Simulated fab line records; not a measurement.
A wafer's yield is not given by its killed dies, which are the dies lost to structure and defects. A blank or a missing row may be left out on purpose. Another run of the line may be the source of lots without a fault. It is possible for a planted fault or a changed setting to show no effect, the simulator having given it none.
The tool behind it: which one?    flow sky130    12 lots with 36 wafers sampled at 4 steps, on a route of 708 steps

== WHAT EACH GAUGE READ, for each wafer ==
SKY_LI_CONTACT_BOW_MEAS_03. Usual: LI_CONTACT_BOW gives 55 um (standard deviation 6.9).
lot   measured      on             LI_CONTACT_BOW (um)  flag
L124  day 28 07:14  film metro-04  44 40 54             
L128  day 29 20:40  film metro-04  72 62 56             
L131  day 31 04:15  film metro-04  57 59 72             
L132  day 32 01:29  film metro-02  69 54 47             
L133  day 32 06:44  film metro-03  59 51 58             
L134  day 32 11:02  film metro-03  60 46 50             
L136  day 32 14:58  film metro-03  55 67 51             
L137  day 33 04:04  film metro-03  63 39 50             
L138  day 33 06:25  film metro-02  55 54 55             
L139  day 33 17:15  film metro-02  57 61 68             
L142  day 34 10:33  film metro-03  63 67 57             
L143  day 34 15:56  film metro-04  55 57 58             

== TOOL THAT RAN EACH LOT (tool first, then ch and the chambers of the sampled wafers, then the start) ==
lot   SKY_SD_P_STRIP_10                     SKY_SD_N_COAT_02                   SKY_SD_N_STRIP_11
L124  plasma asher-03 ch 0,1, day 25 18:14  litho track-01 ch 0, day 27 15:01  plasma asher-03 ch 0,1, day 28 06:00
L128  plasma asher-01 ch 0,1, day 27 09:45  litho track-04 ch 0, day 29 04:50  plasma asher-04 ch 0,1, day 29 19:26
L131  plasma asher-01 ch 0,1, day 28 19:00  litho track-03 ch 0, day 30 12:43  plasma asher-02 ch 0,1, day 31 03:01
L132  plasma asher-01 ch 0,1, day 29 14:36  litho track-04 ch 0, day 31 09:01  plasma asher-04 ch 0,1, day 32 00:01
L133  plasma asher-02 ch 0,1, day 29 21:31  litho track-04 ch 0, day 31 15:01  plasma asher-04 ch 0,1, day 32 05:30
L134  plasma asher-02 ch 0,1, day 30 02:07  litho track-01 ch 0, day 31 19:25  plasma asher-03 ch 0,1, day 32 09:43
L136  plasma asher-01 ch 0, day 30 05:22    litho track-04 ch 0, day 31 23:52  plasma asher-03 ch 0,1, day 32 13:43
L137  plasma asher-03 ch 0,1, day 30 18:48  litho track-04 ch 0, day 32 12:23  plasma asher-03 ch 0,1, day 33 02:49
L138  plasma asher-03 ch 0,1, day 30 22:05  litho track-04 ch 0, day 32 14:52  plasma asher-02 ch 0,1, day 33 05:12
L139  plasma asher-01 ch 0,1, day 31 08:30  litho track-01 ch 0, day 33 02:14  plasma asher-03 ch 0,1, day 33 16:02
L142  plasma asher-01 ch 0,1, day 32 02:12  litho track-04 ch 0, day 33 18:58  plasma asher-03 ch 0,1, day 34 09:18
L143  plasma asher-01 ch 0,1, day 32 08:43  litho track-04 ch 0, day 34 00:56  plasma asher-04 ch 0,1, day 34 14:41
- SKY_SD_P_STRIP_10: strips in O2/N2.
- SKY_SD_N_COAT_02: resist thk 1140 nm.
- SKY_SD_N_STRIP_11: strips in O2/N2.

== AS READ BY THE TOOLS THEMSELVES (means over the sampled wafers that have a number; for cases with no such wafer, the mark the record gives instead) ==
SKY_SD_P_STRIP_10. Usual: drypump motor current A 5.8 A, standard deviation 0.31; oes product au 0.617 a.u., standard deviation 0.0046; strip time to endpoint s 17.48 s, standard deviation 0.049.
lot   tool             drypump motor current A (A)  oes product au (a.u.)  strip time to endpoint s (s)  flag
L124  plasma asher-03  6.0                          0.616                  17.43                         
L128  plasma asher-01  5.8                          0.614                  17.47                         
L131  plasma asher-01  5.7                          0.611                  17.51                         
L132  plasma asher-01  5.8                          0.617                  17.43                         
L133  plasma asher-02  5.5                          0.608                  17.53                         
L134  plasma asher-02  5.8                          0.614                  17.42                         
L136  plasma asher-01  6.0                          0.617                  17.48                         
L137  plasma asher-03  6.0                          0.613                  17.48                         
L138  plasma asher-03  5.9                          0.617                  17.45                         
L139  plasma asher-01  5.8                          0.617                  17.50                         
L142  plasma asher-01  5.8                          0.615                  17.53                         
L143  plasma asher-01  5.8                          0.615                  17.50                         

SKY_SD_N_STRIP_11. Usual: drypump motor current A 5.7 A, standard deviation 0.5; oes product au 0.527 a.u., standard deviation 0.0043; strip time to endpoint s 22.55 s, standard deviation 0.038.
lot   tool             drypump motor current A (A)  oes product au (a.u.)  strip time to endpoint s (s)  flag
L124  plasma asher-03  5.9                          0.529                  22.60                         
L128  plasma asher-04  5.7                          0.524                  22.50                         
L131  plasma asher-02  5.4                          0.529                  22.58                         
L132  plasma asher-04  5.7                          0.521                  22.59                         
L133  plasma asher-04  5.3                          0.524                  22.55                         
L134  plasma asher-03  6.0                          0.530                  22.54                         
L136  plasma asher-03  6.0                          0.527                  22.60                         
L137  plasma asher-03  5.9                          0.528                  22.55                         
L138  plasma asher-02  5.5                          0.528                  22.58                         
L139  plasma asher-03  6.0                          0.531                  22.53                         
L142  plasma asher-03  6.0                          0.525                  21.93                         OFF
L143  plasma asher-04  5.3                          0.523                  21.92                         OFF

== THE ANSWER, worked out from the rows above alone ==
Rule: lot off if the mean of its wafers having a number is beyond 3 standard deviations from the usual mean. Also off: a lot with no number at a reading for which 4 or more lots have one. Any other lot the step has rows for is counted as sound. After the gauges, taken in route order, come the tools' own readings; for these a lot's mean is taken, as printed above. The first step at which some lot is off is used, and at that step the reading that is off furthest; a lot without a number counts as furthest.
Off, at SKY_SD_N_STRIP_11 on strip time to endpoint s: L142, L143.
If a tool, at that step or one of the process steps before it, ran each lot that is off and ran no sound lot following the first of them, it fits. Undecided on this evidence; 2 tools fit (plasma asher-01 at SKY_SD_P_STRIP_10, litho track-04 at SKY_SD_N_COAT_02).

== WHAT HAD BEEN PUT IN BY THE SIMULATOR ==
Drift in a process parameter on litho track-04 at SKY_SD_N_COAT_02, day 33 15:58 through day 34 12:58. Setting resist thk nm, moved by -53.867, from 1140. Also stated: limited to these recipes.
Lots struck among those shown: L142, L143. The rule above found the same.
